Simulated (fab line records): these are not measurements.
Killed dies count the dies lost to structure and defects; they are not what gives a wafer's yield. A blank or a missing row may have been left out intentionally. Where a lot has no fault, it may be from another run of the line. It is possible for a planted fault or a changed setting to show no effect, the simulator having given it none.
Which tool did it? | flow gf180mcu | 12 lots, 36 wafers sampled, at 6 steps of a route of 602

## WHAT THE GAUGES READ, wafer by wafer
GF_M5_OVL_MEAS_08.
lot  | measured     | on         | M5_OVL (nm)
L363 | day 26 06:58 | overlay-02 | -8 -4 1
L365 | day 27 00:33 | overlay-01 | -2 -8 -9
L367 | day 27 15:46 | overlay-01 | 2 -12 -3
L368 | day 28 01:11 | overlay-01 | -10 2 -5
L369 | day 28 08:17 | overlay-02 | 0 -12 -4
L370 | day 28 11:32 | overlay-01 | -2 -2 1
L374 | day 29 13:43 | overlay-02 | -2 -9 -2
L377 | day 30 11:38 | overlay-01 | -5 -10 -6
L379 | day 31 06:10 | overlay-01 | -9 2 5
L381 | day 31 17:33 | overlay-01 | -2 -2 -1
L384 | day 32 18:02 | overlay-02 | -5 -7 3
L386 | day 32 18:07 | overlay-01 | -2 -6 -6

GF_TOP_METAL_RS_MEAS_05: measurement is done with a four-point probe.
lot  | measured     | on            | TOP_METAL_ALCU_RS (ohm/sq)
L363 | day 27 06:18 | film_metro-03 | 0.0326 0.0331 0.0331
L365 | day 27 23:16 | film_metro-01 | 0.0327 0.0328 0.0329
L367 | day 28 14:19 | film_metro-03 | 0.0331 0.0327 0.0326
L368 | day 28 23:19 | film_metro-03 | 0.0323 0.0324 0.0323
L369 | day 29 07:02 | film_metro-03 | 0.0330 0.0332 0.0326
L370 | day 29 09:28 | film_metro-03 | 0.0326 0.0329 0.0323
L374 | day 30 11:13 | film_metro-01 | 0.0403 0.0405 0.0405
L377 | day 31 08:02 | film_metro-03 | 0.0407 0.0404 0.0407
L379 | day 32 02:07 | film_metro-03 | 0.0330 0.0327 0.0325
L381 | day 32 13:26 | film_metro-03 | 0.0326 0.0326 0.0325
L384 | day 33 13:49 | film_metro-04 | 0.0327 0.0330 0.0327
L386 | day 33 12:32 | film_metro-03 | 0.0320 0.0323 0.0318

GF_TOP_METAL_THK_MEAS_06: measures by xrf.
lot  | measured     | on            | TOP_METAL_ALCU_THK (nm)
L363 | day 27 06:25 | film_metro-03 | 903 889 886
L365 | day 27 23:23 | film_metro-01 | 888 889 884
L367 | day 28 14:26 | film_metro-03 | 886 894 895
L368 | day 28 23:25 | film_metro-03 | 901 902 906
L369 | day 29 07:09 | film_metro-03 | 883 880 897
L370 | day 29 09:35 | film_metro-03 | 896 885 905
L374 | day 30 11:19 | film_metro-01 | 723 724 715
L377 | day 31 08:09 | film_metro-03 | 720 724 720
L379 | day 32 02:13 | film_metro-03 | 887 895 899
L381 | day 32 13:32 | film_metro-03 | 897 898 904
L384 | day 33 13:56 | film_metro-04 | 890 887 890
L386 | day 33 12:39 | film_metro-03 | 917 902 921

## WHAT TOOL EACH LOT RAN ON (gives the tool, then ch and the chambers of the sampled wafers, and finally the start)
lot  | GF_MIM_SPUTTER_08            | GF_TOP_METAL_SPUTTER_02      | GF_TOP_METAL_SPUTTER_03
L363 | pvd_sputter-02, day 24 10:49 | pvd_sputter-04, day 27 06:13 | pvd_sputter-04, day 27 06:16
L365 | pvd_sputter-03, day 25 05:58 | pvd_sputter-01, day 27 23:11 | pvd_sputter-01, day 27 23:14
L367 | pvd_sputter-02, day 25 22:16 | pvd_sputter-01, day 28 14:13 | pvd_sputter-01, day 28 14:16
L368 | pvd_sputter-03, day 26 08:05 | pvd_sputter-03, day 28 23:12 | pvd_sputter-03, day 28 23:14
L369 | pvd_sputter-02, day 26 16:13 | pvd_sputter-04, day 29 06:56 | pvd_sputter-04, day 29 06:59
L370 | pvd_sputter-04, day 26 19:31 | pvd_sputter-04, day 29 09:22 | pvd_sputter-04, day 29 09:25
L374 | pvd_sputter-02, day 27 23:04 | pvd_sputter-01, day 30 11:05 | pvd_sputter-01, day 30 11:08
L377 | pvd_sputter-02, day 28 23:07 | pvd_sputter-01, day 31 07:56 | pvd_sputter-01, day 31 07:59
L379 | pvd_sputter-04, day 29 15:56 | pvd_sputter-03, day 32 02:00 | pvd_sputter-03, day 32 02:03
L381 | pvd_sputter-04, day 30 06:46 | pvd_sputter-03, day 32 13:18 | pvd_sputter-03, day 32 13:20
L384 | pvd_sputter-02, day 31 08:08 | pvd_sputter-04, day 33 13:43 | pvd_sputter-04, day 33 13:46
L386 | pvd_sputter-02, day 31 08:34 | pvd_sputter-03, day 33 12:26 | pvd_sputter-03, day 33 12:29
- GF_MIM_SPUTTER_08: material AlCu, target thk 200 nm, time 10.6 s.
- GF_TOP_METAL_SPUTTER_02: material AlCu, target thk 900 nm, time 47.82 s.
- GF_TOP_METAL_SPUTTER_03: material Ti, target thk 5 nm, time 3.3 s.

## AS READ BY THE TOOLS THEMSELVES (means over the sampled wafers that have a number; for cases with no such wafer, the mark the record gives instead)
GF_MIM_SPUTTER_08.
lot  | tool           | throttle_valve_pct (%)
L363 | pvd_sputter-02 | 29.4
L365 | pvd_sputter-03 | 29.1
L367 | pvd_sputter-02 | 29.9
L368 | pvd_sputter-03 | 29.1
L369 | pvd_sputter-02 | 30.0
L370 | pvd_sputter-04 | 29.4
L374 | pvd_sputter-02 | 29.4
L377 | pvd_sputter-02 | 30.0
L379 | pvd_sputter-04 | 29.4
L381 | pvd_sputter-04 | 30.0
L384 | pvd_sputter-02 | 29.5
L386 | pvd_sputter-02 | 30.0

GF_TOP_METAL_SPUTTER_02.
lot  | tool           | throttle_valve_pct (%)
L363 | pvd_sputter-04 | 29.3
L365 | pvd_sputter-01 | 30.3
L367 | pvd_sputter-01 | 29.4
L368 | pvd_sputter-03 | 30.1
L369 | pvd_sputter-04 | 29.9
L370 | pvd_sputter-04 | 30.0
L374 | pvd_sputter-01 | 28.8
L377 | pvd_sputter-01 | 30.0
L379 | pvd_sputter-03 | 29.3
L381 | pvd_sputter-03 | 29.9
L384 | pvd_sputter-04 | 29.5
L386 | pvd_sputter-03 | 29.1

GF_TOP_METAL_SPUTTER_03.
lot  | tool           | throttle_valve_pct (%)
L363 | pvd_sputter-04 | 29.4
L365 | pvd_sputter-01 | 30.3
L367 | pvd_sputter-01 | 29.5
L368 | pvd_sputter-03 | 30.1
L369 | pvd_sputter-04 | 30.0
L370 | pvd_sputter-04 | 29.9
L374 | pvd_sputter-01 | 28.7
L377 | pvd_sputter-01 | 30.1
L379 | pvd_sputter-03 | 29.3
L381 | pvd_sputter-03 | 30.0
L384 | pvd_sputter-04 | 29.5
L386 | pvd_sputter-03 | 29.4

## THE ANSWER, worked out from the rows above alone
Rule: the lots themselves supply what counts as usual. Put in order of their means at a reading, lots are off if they are a third of the lots or fewer, leave a main group of 4 or more, and stand apart from it by a gap of 3 or more times the standard deviation of the main group's means; of several such gaps the widest counts. If all means in a main group match to the digits the tables above print for the reading, that group is not used. A lot without any number at a reading at which 4 lots or more have one is off too. Where the step has rows for the other lots, those lots are counted as sound. After the gauges, taken in route order, come the tools' own readings; for these a lot's mean is taken, as printed above. At the first step where some lot is off, the reading lying furthest off is the one used; lots without a number count as furthest.
Off: at GF_TOP_METAL_RS_MEAS_05 (TOP_METAL_ALCU_RS), L374, L377. The main group has a mean of 0.0327 ohm/sq with a standard deviation of 0.00027.
If a tool, at a process step before that reading, ran all the lots that are off and no sound lot after the first of them, it fits. Those tools and the gauges at GF_TOP_METAL_RS_MEAS_05 are tried in the same way. One fits: GF_TOP_METAL_SPUTTER_02 and GF_TOP_METAL_SPUTTER_03 on pvd_sputter-01. At GF_TOP_METAL_SPUTTER_02 its last sound lot is L367 (day 28 14:13), its first lot that is off L374 (day 30 11:05): a fault that began between those two fits.

## WHAT WAS PUT IN BY THE SIMULATOR
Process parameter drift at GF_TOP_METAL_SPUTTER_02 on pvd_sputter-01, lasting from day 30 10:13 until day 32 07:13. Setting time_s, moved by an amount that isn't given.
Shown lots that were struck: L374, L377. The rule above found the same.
